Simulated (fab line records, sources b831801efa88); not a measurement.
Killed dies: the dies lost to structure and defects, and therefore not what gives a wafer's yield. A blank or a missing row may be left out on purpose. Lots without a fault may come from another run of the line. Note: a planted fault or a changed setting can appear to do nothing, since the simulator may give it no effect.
Matching of chambers || flow sky130 || SKY_CONTACT_CMP_04 on cmp-02 has 4 sister chambers
The step polishes SiO2. 4 wafers are shown with their chamber, then 12 later ones without.

## WAFERS PAIRED WITH THEIR CHAMBERS
{"wafer": "L086.1", "chamber": 0, "motorCurrentA (A)": 9.4}
{"wafer": "L089.5", "chamber": 1, "motorCurrentA (A)": 10.9}
{"wafer": "L090.2", "chamber": 3, "motorCurrentA (A)": 13.3}
{"wafer": "L090.5", "chamber": 2, "motorCurrentA (A)": 10.2}

## WAFERS WITH NO CHAMBER GIVEN
{"wafer": "L092.1", "motorCurrentA (A)": 10.2}
{"wafer": "L092.4", "motorCurrentA (A)": 10.4}
{"wafer": "L092.6", "motorCurrentA (A)": 10.6}
{"wafer": "L093.2", "motorCurrentA (A)": 9.7}
{"wafer": "L093.3", "motorCurrentA (A)": 10.1}
{"wafer": "L093.5", "motorCurrentA (A)": 10.4}
{"wafer": "L095.1", "motorCurrentA (A)": 10.9}
{"wafer": "L095.2", "motorCurrentA (A)": 10.6}
{"wafer": "L095.5", "motorCurrentA (A)": 10.7}
{"wafer": "L096.3", "motorCurrentA (A)": 12.6}
{"wafer": "L096.4", "motorCurrentA (A)": 9.5}
{"wafer": "L096.5", "motorCurrentA (A)": 9.1}

## CHAMBER TAKEN BY EACH
{"wafer": "L092.1", "from the rows above": 2, "in truth": 2}
{"wafer": "L092.4", "from the rows above": "can't be placed: 2 or 1", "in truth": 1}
{"wafer": "L092.6", "from the rows above": "can't be placed: 1 or 2", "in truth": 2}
{"wafer": "L093.2", "from the rows above": "can't be placed: 0 or 2", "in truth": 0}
{"wafer": "L093.3", "from the rows above": 2, "in truth": 2}
{"wafer": "L093.5", "from the rows above": "can't be placed: 2 or 1", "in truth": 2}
{"wafer": "L095.1", "from the rows above": 1, "in truth": 1}
{"wafer": "L095.2", "from the rows above": "can't be placed: 1 or 2", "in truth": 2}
{"wafer": "L095.5", "from the rows above": "can't be placed: 1 or 2", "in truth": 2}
{"wafer": "L096.3", "from the rows above": 3, "in truth": 3}
{"wafer": "L096.4", "from the rows above": 0, "in truth": 0}
{"wafer": "L096.5", "from the rows above": 0, "in truth": 0}
Correctly placed: 6 of 12. Not placeable from these rows: 6 (in 6, the candidates include the true chamber). Placed wrongly: 0.
How it was worked out, from the rows above alone: a wafer's distance from a chamber is the root of the sum, over the readings, of the square of ((its reading less the chamber's mean) divided by the reading's scatter). The wafer belongs to the nearest chamber; if the next one is less than 2 further off, it can't be placed. The mean given for a chamber averages the wafers shown for that chamber. The scatter: root of mean squared gap, hidden wafer to nearest shown wafer, with one shown wafer a chamber.
